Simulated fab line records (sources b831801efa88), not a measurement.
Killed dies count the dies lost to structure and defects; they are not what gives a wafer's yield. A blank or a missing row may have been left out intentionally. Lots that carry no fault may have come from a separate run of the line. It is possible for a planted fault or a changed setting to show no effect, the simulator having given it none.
Which of the tools did it? -- flow sfq line -- 43 wafers from 15 lots sampled at 2 of the route's 325 steps

== WHAT THE GAUGES READ, wafer by wafer ==
SFQ_M1_RS_MEAS_909: uses a four-point probe to measure.
lot,measured,on,M1_NB_RS (ohm/sq)
L167,day 16 10:27,film metro-03,0.904 0.899 0.896
L168,day 17 09:15,film metro-02,0.891 0.894 0.877
L170,day 18 07:31,film metro-04,0.889 0.903 0.888
L171,day 18 17:53,film metro-02,0.902 0.914 0.922
L172,day 19 00:29,film metro-02,0.896 0.896 0.893
L178,day 21 09:39,film metro-02,0.781 0.909
L179,day 21 20:27,film metro-02,0.791 0.892
L180,day 22 03:37,film metro-03,0.907 0.777 0.890
L184,day 24 18:49,film metro-03,0.896 0.893 0.892
L185,day 25 04:25,film metro-03,0.895 0.904 0.899
L186,day 25 21:20,film metro-02,0.899 0.908 0.900
L187,day 26 02:44,film metro-03,0.898 0.892 0.899
L188,day 26 12:59,film metro-02,0.901 0.875 0.905
L189,day 26 18:58,film metro-04,0.892 0.896 0.895
L190,day 27 01:04,film metro-03,0.906 0.899 0.896

== WHICH TOOL RAN EACH LOT (tool, then ch and the chambers of the sampled wafers, then the start) ==
lot,SFQ_TRILAYER_M1_DEP_SPUTTER_037
L167,"pvd sputter-03, day 16 10:22"
L168,"pvd sputter-05, day 17 09:10"
L170,"pvd sputter-04, day 18 07:23"
L171,"pvd sputter-04, day 18 17:48"
L172,"pvd sputter-04, day 19 00:24"
L178,"pvd sputter-04, day 21 09:31"
L179,"pvd sputter-04, day 21 20:19"
L180,"pvd sputter-04, day 22 03:31"
L184,"pvd sputter-05, day 24 18:43"
L185,"pvd sputter-05, day 25 04:19"
L186,"pvd sputter-04, day 25 21:15"
L187,"pvd sputter-05, day 26 02:39"
L188,"pvd sputter-03, day 26 12:52"
L189,"pvd sputter-04, day 26 18:51"
L190,"pvd sputter-04, day 27 00:58"
- SFQ_TRILAYER_M1_DEP_SPUTTER_037: material Nb, target thk 200 nm, time 133.3 s.

== WHAT THE TOOLS THEMSELVES READ (means of the sampled wafers that have a number; where no wafer has one, the mark that the record gives instead) ==
SFQ_TRILAYER_M1_DEP_SPUTTER_037.
lot,tool,throttle valve pct (%)
L167,pvd sputter-03,29.7
L168,pvd sputter-05,30.5
L170,pvd sputter-04,28.9
L171,pvd sputter-04,28.7
L172,pvd sputter-04,29.9
L178,pvd sputter-04,29.1
L179,pvd sputter-04,27.6
L180,pvd sputter-04,28.9
L184,pvd sputter-05,29.2
L185,pvd sputter-05,30.6
L186,pvd sputter-04,30.0
L187,pvd sputter-05,30.2
L188,pvd sputter-03,30.5
L189,pvd sputter-04,28.8
L190,pvd sputter-04,29.9

== THE ANSWER, worked out from the rows above alone ==
Rule: the lots themselves supply what counts as usual. The widest of any qualifying gaps counts: lots, ordered by their means at a reading, are off when they make up no more than a third of the lots, leave a main group of 4 or more, and stand apart from it by 3 or more times the standard deviation of that group's means. Not used: any main group whose means are identical at the precision the tables above print for the reading. Also off: a lot with no number at a reading for which 4 or more lots have one. All remaining lots with rows at the step are treated as sound. The gauges are gone through in route order, then the tools' own readings, and for those a lot's mean is taken as printed above. At the first step where some lot is off, the reading lying furthest off is the one used; lots without a number count as furthest.
Off: L178, L179, L180, seen at SFQ_M1_RS_MEAS_909 (M1_NB_RS). For the main group the mean is 0.897 ohm/sq and the standard deviation 0.006.
If a tool, at a process step before that reading, ran all the lots that are off and no sound lot after the first of them, it fits. The gauges at SFQ_M1_RS_MEAS_909 are tried like those tools. Of those tried, none fits.

== WHAT THE SIMULATOR PUT IN ==
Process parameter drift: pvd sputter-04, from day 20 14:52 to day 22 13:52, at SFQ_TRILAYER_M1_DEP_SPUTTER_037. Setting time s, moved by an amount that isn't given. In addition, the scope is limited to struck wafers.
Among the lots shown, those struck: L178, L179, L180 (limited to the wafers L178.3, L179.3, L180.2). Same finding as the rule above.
